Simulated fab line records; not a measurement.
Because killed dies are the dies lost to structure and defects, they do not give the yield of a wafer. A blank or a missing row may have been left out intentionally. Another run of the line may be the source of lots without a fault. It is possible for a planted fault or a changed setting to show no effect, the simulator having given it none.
Which tool is to blame? + flow gf180mcu + 11 lots with 32 wafers sampled at 6 steps, on a route of 602 steps

## WHAT THE GAUGES SHOWED, per wafer
GF_STI_BOW_MEAS_00.
| lot  | measured    | on            | INCOMING_BOW (um) |
|------|-------------|---------------|-------------------|
| L735 | day 1 10:01 | film-metro-03 | -1 7 0            |
| L737 | day 1 20:00 | film-metro-02 | 4 3 1             |
| L741 | day 2 16:01 | film-metro-02 | -1 -1 -8          |
| L742 | day 2 21:00 | film-metro-03 | 7 -6              |
| L744 | day 3 07:00 | film-metro-02 | -12 -5 2          |
| L745 | day 3 12:00 | film-metro-02 | 7 -3 3            |
| L747 | day 3 22:00 | film-metro-01 | 4 -6 -4           |
| L754 | day 5 09:00 | film-metro-01 | -7 -1 -4          |
| L755 | day 5 14:00 | film-metro-02 | -3 -13 -6         |
| L757 | day 6 00:01 | film-metro-03 | -6 4 -1           |
| L758 | day 6 05:02 | film-metro-02 | 4 -4 0            |

GF_STI_THK_MEAS_04.
| lot  | measured    | on            | STI_CVD_03_THK (nm)                 |
|------|-------------|---------------|-------------------------------------|
| L735 | day 1 14:11 | film-metro-03 | 206.7 208.1 208.8                   |
| L737 | day 2 04:00 | film-metro-02 | 209.6 209.1 209.0                   |
| L741 | day 2 20:34 | film-metro-02 | 202.4 203.2 203.3                   |
| L742 | day 3 01:37 | film-metro-02 | 208.2 207.5                         |
| L744 | day 3 10:34 | film-metro-03 | 206.3 206.8 205.6                   |
| L745 | day 3 15:59 | film-metro-03 | 207.3 210.0 209.8                   |
| L747 | day 4 02:56 | film-metro-03 | 208.0 207.4 206.8                   |
| L754 | day 5 13:05 | film-metro-02 | 143.3 147.7 146.7 143.3 147.8 146.8 |
| L755 | day 5 17:34 | film-metro-03 | 207.6 208.0 207.4                   |
| L757 | day 6 04:23 | film-metro-02 | 146.0 145.2 145.6 145.9 145.0 145.7 |
| L758 | day 6 08:35 | film-metro-01 | 207.9 207.6 207.1                   |

GF_MVSD_TW_MEAS_11.
| lot  | measured     | on            | MVSD_TW        |
|------|--------------|---------------|----------------|
| L735 | day 4 14:14  | film-metro-04 | 1590 1594 1598 |
| L737 | day 5 05:08  | film-metro-03 | 1566 1569 1573 |
| L741 | day 5 23:08  | film-metro-03 | 1573 1567 1557 |
| L742 | day 6 07:50  | film-metro-04 | 1600 1601      |
| L744 | day 6 14:59  | film-metro-03 | 1560 1554 1573 |
| L745 | day 6 20:02  | film-metro-03 | 1562 1562 1563 |
| L747 | day 7 08:47  | film-metro-01 | 1576 1590 1573 |
| L754 | day 9 00:56  | film-metro-04 | 1609 1615 1610 |
| L755 | day 9 06:35  | film-metro-04 | 1610 1603 1607 |
| L757 | day 9 19:18  | film-metro-01 | 1549 1550 1561 |
| L758 | day 10 01:01 | film-metro-04 | 1612 1619 1610 |

## WHICH TOOL RAN EACH LOT (tool, then ch and the chambers of the sampled wafers, then the start)
| lot  | GF_STI_CVD_03              | GF_STI_ETCH_13                    | GF_MVSD_STRIP_10                     |
|------|----------------------------|-----------------------------------|--------------------------------------|
| L735 | lpcvd-01 ch 0, day 1 12:11 | rie-diel-03 ch 0,1,3, day 2 01:32 | plasma-asher-01 ch 0,1, day 4 14:08  |
| L737 | lpcvd-01 ch 1, day 2 02:01 | rie-diel-02 ch 0,1,3, day 2 16:11 | plasma-asher-02 ch 1, day 5 05:02    |
| L741 | lpcvd-01 ch 0, day 2 17:34 | rie-diel-03 ch 0,1,3, day 3 09:32 | plasma-asher-03 ch 0,1, day 5 23:02  |
| L742 | lpcvd-02 ch 0, day 2 23:38 | rie-diel-03 ch 1,2, day 3 14:23   | plasma-asher-01 ch 0,1, day 6 07:44  |
| L744 | lpcvd-01 ch 1, day 3 08:34 | rie-diel-01 ch 0,1,3, day 3 23:43 | plasma-asher-01 ch 0,1, day 6 14:53  |
| L745 | lpcvd-01 ch 1, day 3 13:59 | rie-diel-03 ch 0,3, day 4 04:38   | plasma-asher-01 ch 0,1, day 6 19:56  |
| L747 | lpcvd-01 ch 1, day 4 00:57 | rie-diel-01 ch 1,2,3, day 4 15:49 | plasma-asher-01 ch 0,1, day 7 08:41  |
| L754 | lpcvd-01 ch 0, day 5 11:07 | rie-diel-01 ch 1,2, day 6 03:01   | plasma-asher-03 ch 0,1, day 9 00:50  |
| L755 | lpcvd-02 ch 1, day 5 15:34 | rie-diel-01 ch 0,2,3, day 6 08:02 | plasma-asher-02 ch 0,1, day 9 06:29  |
| L757 | lpcvd-01 ch 1, day 6 02:24 | rie-diel-03 ch 0,1,2, day 6 19:35 | plasma-asher-03 ch 0,1, day 9 19:11  |
| L758 | lpcvd-02 ch 1, day 6 06:34 | rie-diel-03 ch 0,1,2, day 6 23:37 | plasma-asher-03 ch 0,1, day 10 00:56 |
- GF_STI_CVD_03: deposits Si3N4 from DCS/NH3, target thk 207.16 nm, time 3551 s.
- GF_STI_ETCH_13: etches the open film in CHF3/O2, stops on Si, target depth 282.31 nm, time 112.9 s.
- GF_MVSD_STRIP_10: strips in O2/N2.

## AS READ BY THE TOOLS THEMSELVES (means over the sampled wafers that have a number; for cases with no such wafer, the mark the record gives instead)
GF_STI_CVD_03.
| lot  | tool     | pressure-mtorr (mTorr) | spike-tc-bottom-C (C) | spike-tc-centre-C (C) | spike-tc-lower-C (C) | spike-tc-top-C (C) | spike-tc-upper-C (C) | susceptor-temp-C (C) | zone-power-lower-pct (%) | zone-power-top-pct (%) | zone-power-upper-pct (%) |
|------|----------|------------------------|-----------------------|-----------------------|----------------------|--------------------|----------------------|----------------------|--------------------------|------------------------|--------------------------|
| L735 | lpcvd-01 | 250.1                  | 787.0                 | 771.3                 | 769.7                | 786.8              | 768.1                | 770.2                | 13.2                     | 22.3                   | 12.81                    |
| L737 | lpcvd-01 | 249.7                  | 784.7                 | 770.6                 | 769.2                | 784.4              | 770.7                | 769.9                | 13.0                     | 25.6                   | 13.30                    |
| L741 | lpcvd-01 | 250.3                  | 787.5                 | 772.1                 | 769.6                | 786.8              | 768.9                | 770.6                | 13.3                     | 22.2                   | 12.79                    |
| L742 | lpcvd-02 | 249.7                  | 788.0                 | 769.4                 | 770.8                | 781.2              | 769.5                | 770.4                | 14.4                     | 23.5                   | 13.14                    |
| L744 | lpcvd-01 | 250.4                  | 785.5                 | 771.2                 | 769.0                | 784.5              | 771.2                | 770.2                | 12.8                     | 25.6                   | 13.19                    |
| L745 | lpcvd-01 | 250.1                  | 785.0                 | 770.3                 | 768.8                | 783.3              | 771.1                | 769.9                | 12.9                     | 25.9                   | 13.36                    |
| L747 | lpcvd-01 | 249.4                  | 783.9                 | 770.7                 | 768.6                | 784.4              | 771.6                | 769.8                | 12.9                     | 25.9                   | 13.27                    |
| L754 | lpcvd-01 | 249.8                  | 769.5                 | 753.1                 | 751.5                | 769.8              | 751.5                | 751.9                | 12.5                     | 21.4                   | 12.32                    |
| L755 | lpcvd-02 | 250.1                  | 790.8                 | 770.3                 | 770.3                | 782.7              | 771.8                | 770.0                | 14.7                     | 27.6                   | 13.00                    |
| L757 | lpcvd-01 | 250.3                  | 765.8                 | 753.1                 | 751.0                | 765.7              | 752.2                | 751.6                | 12.5                     | 24.7                   | 12.74                    |
| L758 | lpcvd-02 | 250.4                  | 790.5                 | 769.5                 | 770.8                | 781.9              | 772.6                | 769.6                | 14.5                     | 27.4                   | 13.10                    |

GF_STI_ETCH_13.
| lot  | tool        | chf3-flow-sccm (sccm) | drypump-motor-current-A (A) | oes-product-au (a.u.) | throttle-valve-pct (%) |
|------|-------------|-----------------------|-----------------------------|-----------------------|------------------------|
| L735 | rie-diel-03 | 50.09                 | 5.7                         | 0.832                 | 8.810                  |
| L737 | rie-diel-02 | 50.04                 | 5.8                         | 0.837                 | 8.809                  |
| L741 | rie-diel-03 | 49.95                 | 5.7                         | 0.825                 | 8.813                  |
| L742 | rie-diel-03 | 50.19                 | 5.9                         | 0.839                 | 8.806                  |
| L744 | rie-diel-01 | 49.99                 | 5.5                         | 0.831                 | 8.814                  |
| L745 | rie-diel-03 | 50.03                 | 5.8                         | 0.838                 | 8.814                  |
| L747 | rie-diel-01 | 50.10                 | 5.8                         | 0.835                 | 8.806                  |
| L754 | rie-diel-01 | 50.07                 | 6.1                         | 0.696                 | 8.773                  |
| L755 | rie-diel-01 | 49.87                 | 6.0                         | 0.837                 | 8.807                  |
| L757 | rie-diel-03 | 49.95                 | 5.8                         | 0.699                 | 8.769                  |
| L758 | rie-diel-03 | 50.05                 | 5.7                         | 0.831                 | 8.809                  |

GF_MVSD_STRIP_10.
| lot  | tool            | drypump-motor-current-A (A) | heater-power-w (W) | oes-product-au (a.u.) | strip-time-to-endpoint-s (s) |
|------|-----------------|-----------------------------|--------------------|-----------------------|------------------------------|
| L735 | plasma-asher-01 | 5.4                         | 331                | 0.724                 | 36.86                        |
| L737 | plasma-asher-02 | 6.4                         | 344                | 0.720                 | 36.84                        |
| L741 | plasma-asher-03 | 5.8                         | 336                | 0.723                 | 36.97                        |
| L742 | plasma-asher-01 | 5.5                         | 336                | 0.722                 | 36.97                        |
| L744 | plasma-asher-01 | 5.5                         | 331                | 0.722                 | 36.99                        |
| L745 | plasma-asher-01 | 5.5                         | 332                | 0.721                 | 37.03                        |
| L747 | plasma-asher-01 | 5.5                         | 331                | 0.722                 | 36.88                        |
| L754 | plasma-asher-03 | 5.8                         | 341                | 0.725                 | 36.94                        |
| L755 | plasma-asher-02 | 5.7                         | 351                | 0.724                 | 36.83                        |
| L757 | plasma-asher-03 | 5.9                         | 332                | 0.718                 | 37.02                        |
| L758 | plasma-asher-03 | 5.8                         | 333                | 0.717                 | 36.93                        |

## THE ANSWER, worked out from the rows above alone
Rule: usual is defined by the lots themselves. Put in order of their means at a reading, lots are off if they are a third of the lots or fewer, leave a main group of 4 or more, and stand apart from it by a gap of 3 or more times the standard deviation of the main group's means; of several such gaps the widest counts. A main group whose means are all the same, to the digits that the tables above print for the reading, isn't used. A lot without any number at a reading at which 4 lots or more have one is off too. Where the step has rows for the other lots, those lots are counted as sound. After the gauges, taken in route order, come the tools' own readings; for these a lot's mean is taken, as printed above. At the first step where some lot is off, the reading lying furthest off is the one used; lots without a number count as furthest.
Off: L754, L757, at GF_STI_THK_MEAS_04 (STI_CVD_03_THK). Mean 207.3 nm and standard deviation 1.7 in the main group.
If a tool, at a process step before that reading, ran all the lots that are off and no sound lot after the first of them, it fits. The gauges at GF_STI_THK_MEAS_04 aren't tried: what is off there is off at GF_STI_CVD_03 too, on other tools, and a gauge's error can't cause that. One candidate fits, namely lpcvd-01 at GF_STI_CVD_03. Its last sound lot is L747 (day 4 00:57), its first lot that is off L754 (day 5 11:07): a fault that began between those two fits.
The tool's own readings at GF_STI_CVD_03 bear it out: on the lots that are off they differ by more than 5 times the standard deviation of the sound lots' means. spike-tc-bottom-C reads 767.6 C there against 787.0 C on the sound lots; spike-tc-centre-C reads 753.1 C there against 770.6 C on the sound lots; spike-tc-lower-C reads 751.2 C there against 769.6 C on the sound lots; spike-tc-top-C reads 767.8 C there against 784.0 C on the sound lots; spike-tc-upper-C reads 751.9 C there against 770.6 C on the sound lots; susceptor-temp-C reads 751.8 C there against 770.1 C on the sound lots.

## WHAT THE SIMULATOR HAD INSERTED
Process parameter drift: lpcvd-01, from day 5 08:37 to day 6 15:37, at GF_STI_CVD_03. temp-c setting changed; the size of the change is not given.
Lots struck among those shown: L754, L757. This agrees with what the rule above found.
